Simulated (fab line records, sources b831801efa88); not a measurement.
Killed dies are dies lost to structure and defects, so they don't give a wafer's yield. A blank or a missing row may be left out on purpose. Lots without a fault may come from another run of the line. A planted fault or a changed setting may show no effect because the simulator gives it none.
Problem report in the 8D (eight disciplines) form, filled by code | flow gf180mcu | the parts of the form that need people (team, actions taken, sign-off) are left out

1. THE PROBLEM
PASSIVATION_CVD_00_THK at GF_PASSIVATION_THK_MEAS_01 reads a mean of 1124 nm on 6 wafers of 2 lots; wafers without a fault read 1016 nm with a standard deviation of 11. That is +9.8 standard deviations from the usual mean.
First seen on wafer L322.1, day 30 22:05, on film_metro-03. The record holds 36 wafers of 12 lots with a number at this step. Rule for "out", or "out of limits": more than 4 standard deviations from the usual mean. The other wafers with a number count as sound.

2. WHAT IT IS AND WHAT IT IS NOT
question                    | is                     | is not
which readings at this step | PASSIVATION_CVD_00_THK | -
which lots                  | L322, L325             | L316, L317, L318, L330, L331, L332, L333, L336, L338, L339
which wafers of those lots  | all that have a number | -
read on which gauges        | film_metro-03          | film_metro-02, film_metro-04
when                        | from day 30 22:05      | up to then (9 sound wafers); but 21 sound wafers of L330, L331, L332, L333, L336, L338, L339 came after

3. SUSPECTS, AND WHAT RULES EACH OUT
Counting: a tool at a process step up to the reading stays a suspect if it ran every lot that is out and no sound lot after the first of them.
- the gauge at GF_PASSIVATION_THK_MEAS_01: kept. All the wafers that are out were read on film_metro-03, and no step on other tools shows them out.
- pecvd-04 at GF_PASSIVATION_CVD_00 (deposits SiO2 from TEOS, target thk 1000 nm, time 113.4 s): kept. It ran every lot that is out, first L322 (day 30 21:58), and no sound lot after that; its last sound lot up to then is L318 (day 29 16:22).
Left after counting: pecvd-04 at GF_PASSIVATION_CVD_00, film_metro-03 at GF_PASSIVATION_THK_MEAS_01.

4. THE CAUSE (what the simulator had put in)
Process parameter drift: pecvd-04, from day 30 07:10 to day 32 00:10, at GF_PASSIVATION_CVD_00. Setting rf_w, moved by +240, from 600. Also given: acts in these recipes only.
Counting left 2 suspects, and this tool is among them.

5. THE CHAIN OF EFFECTS, in route order
Each row: a reading whose mean over the struck wafers that have a number lies more than 3 standard deviations from the usual. Only readings for which the record gives a usual standard deviation are gone through. hours: the time from each lot's start at the first step in this table that gives one to its start at this step, as a median over the lots. sigmas: the change in usual standard deviations.
hours | step                       | reading                | usual      | on struck wafers | change | sigmas
0     | GF_PASSIVATION_THK_MEAS_01 | PASSIVATION_CVD_00_THK | 1016 nm    | 1124             | +108   | +9.8
18    | GF_PASSIVATION_ETCH_11     | oes_product_au         | 0.967 a.u. | 0.998            | +0.031 | +4.6
The process steps in it:
- GF_PASSIVATION_ETCH_11: etches the open film in CF4/O2, stops on TiN, target depth 1800 nm, time 400 s.

6. WHAT WOULD HAVE CAUGHT IT SOONER
In this record the first reading out of limits at a measuring or inspecting step was taken at day 30 22:05, 15 hours after the fault began at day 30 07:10.
Of the tool readings at GF_PASSIVATION_CVD_00 for which the record gives a usual standard deviation, none was out on any struck wafer, so an alarm limit of 4 standard deviations on them would not have fired.
Of the lots that are out (2), L325 began GF_PASSIVATION_CVD_00 on pecvd-04 after day 30 22:05. A hold on the tool at that time would have spared it.
